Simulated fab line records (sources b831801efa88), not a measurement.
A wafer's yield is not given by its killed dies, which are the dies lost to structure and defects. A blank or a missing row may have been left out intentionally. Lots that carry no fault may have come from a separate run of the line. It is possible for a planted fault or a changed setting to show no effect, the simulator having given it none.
Comparing a struck lot with a sound one | flow sky130 | 29 out of 708 route steps
Sound: the wafers L284.3, L284.5, L284.6. The struck wafers were L290.2, L290.4, L290.5. The cause is given at the end.
For every step that has rows: the tool of each side, followed by ch and its chambers, followed by its first start. Under that, the readings that differ: sound wafers | struck wafers | difference of the means | sigmas: that difference in standard deviations of wafers without a fault.
alike: words and numbers the same on both sides, and readings whose means are apart by under 2 such deviations; not compared: readings that were withheld, readings missing a value for some wafer, numbers with overlapping values and no deviation given by the record, and bounds like >300 which may hide the same value.
Wherever a step has rows on one side only, a row that says differs or no value, or a row with sigmas, the two part there. Non-overlapping numbers with no deviation appear without sigmas and do not part them. A reading missing from all wafers of one side parts the sides only when that side holds two or more wafers.

SKY_PWDE_STRIP_09: strips in O2/N2.
  sound on plasma-asher-04 ch 0,1, day 6 10:08; struck on plasma-asher-04 ch 0,1, day 7 17:25
  reading                      | sound             | struck            | difference | sigmas
  o2-flow-sccm (sccm)          | 2988 2986 2988    | 2998 3005 3011    | +17        | +2
  strip-time-to-endpoint-s (s) | 36.79 36.82 36.90 | 36.97 37.09 37.00 | +0.18      | +2
  alike: drypump-motor-current-A, oes-product-au
  not compared: rf-hours-counter-h
SKY_PWDE_TW_MEAS_10:
  sound on film-metro-01 at day 6 10:14; struck on film-metro-03 at day 7 17:31
  alike: PWDE_TW
then, 7 steps without rows for these wafers: SKY_NWELL_DEHYDRATE_03 (time 60 s); SKY_NWELL_HMDS_04 (prime time 60 s); SKY_NWELL_COAT_05 (resist thk 3000 nm); SKY_NWELL_SOFTBAKE_06; SKY_NWELL_EXPOSE_07 (exposes mask NWM, target cd 840 nm); SKY_NWELL_PEB_08; SKY_NWELL_DEVELOP_09 (develop time 60 s).
SKY_NWELL_OVL_MEAS_10:
  sound on overlay-02 at day 7 05:34; struck on overlay-02 at day 8 14:28
  alike: NWELL_00_OVL
then, 2 steps without rows for these wafers: SKY_NWELL_IMPLANT_11; SKY_NWELL_IMPLANT_12.
SKY_NWELL_IMPLANT_13:
  sound on implanter-04 ch 0, day 7 05:56; struck on implanter-03, day 8 14:50
  no value came back on the struck wafers for beam-energy-keV, beam-on-s (s), dose-ions-cm2; on the sound wafers beam-energy-keV reads 50.018 50.021 49.997
SKY_NWELL_STRIP_14: strips in O2/N2.
  sound on plasma-asher-04 ch 0,1, day 7 06:04; struck on plasma-asher-03 ch 0,1, day 8 14:57
  reading                      | sound             | struck            | difference | sigmas
  strip-time-to-endpoint-s (s) | 36.66 36.74 36.70 | 36.93 37.04 37.14 | +0.34      | +3
  alike: drypump-motor-current-A, o2-flow-sccm, oes-product-au
  not compared: rf-hours-counter-h
SKY_NWELL_TW_MEAS_15:
  sound on film-metro-01 at day 7 06:10; struck on film-metro-02 at day 8 15:04
  alike: NWELL_TW
then, 7 steps without rows for these wafers: SKY_NWELL_DEHYDRATE_16 (time 60 s); SKY_NWELL_HMDS_17 (prime time 60 s); SKY_NWELL_COAT_18 (resist thk 3000 nm); SKY_NWELL_SOFTBAKE_19; SKY_NWELL_EXPOSE_20 (exposes mask NWM COMPLEMENT, target cd 840 nm); SKY_NWELL_PEB_21; SKY_NWELL_DEVELOP_22 (develop time 60 s).
SKY_NWELL_OVL_MEAS_23:
  sound on overlay-01 at day 8 01:34; struck on overlay-02 at day 9 11:05
  alike: NWELL_01_OVL
following that, these wafers have no rows for 1 step: SKY_NWELL_IMPLANT_24.
SKY_NWELL_STRIP_25: strips in O2/N2.
  sound on plasma-asher-02 ch 0,1, day 8 01:46; struck on plasma-asher-02 ch 0,1, day 9 11:16
  alike: drypump-motor-current-A, o2-flow-sccm, oes-product-au, strip-time-to-endpoint-s
  not compared: rf-hours-counter-h
SKY_NWELL_TW_MEAS_26:
  sound on film-metro-02 at day 8 01:52; struck on film-metro-01 at day 9 11:22
  alike: NWELL_2_TW
then, 1 step without rows for these wafers: SKY_NWELL_CLEAN_27 (cleans in SC1/SC2, time 150 s).
SKY_NWELL_RTA_28: time 30 s.
  sound on rtp-anneal-02 ch 0, day 8 02:01; struck on rtp-anneal-01 ch 0, day 9 11:29
  alike: lamp-power-pct, wafer_temp_C_max
SKY_NWELL_RS_MEAS_29: measurement is done with a four-point probe.
  sound on film-metro-03 at day 8 02:11; struck on film-metro-02 at day 9 11:35
  reading           | sound             | struck            | difference | sigmas
  NWELL_RS (ohm/sq) | 623.3 623.6 621.6 | 650.4 649.5 648.5 | +26.6      | +18

## WHERE THEY PART
First at SKY_PWDE_STRIP_09; last, within this record, at SKY_NWELL_RS_MEAS_29.

WHY: whatever the simulator had introduced
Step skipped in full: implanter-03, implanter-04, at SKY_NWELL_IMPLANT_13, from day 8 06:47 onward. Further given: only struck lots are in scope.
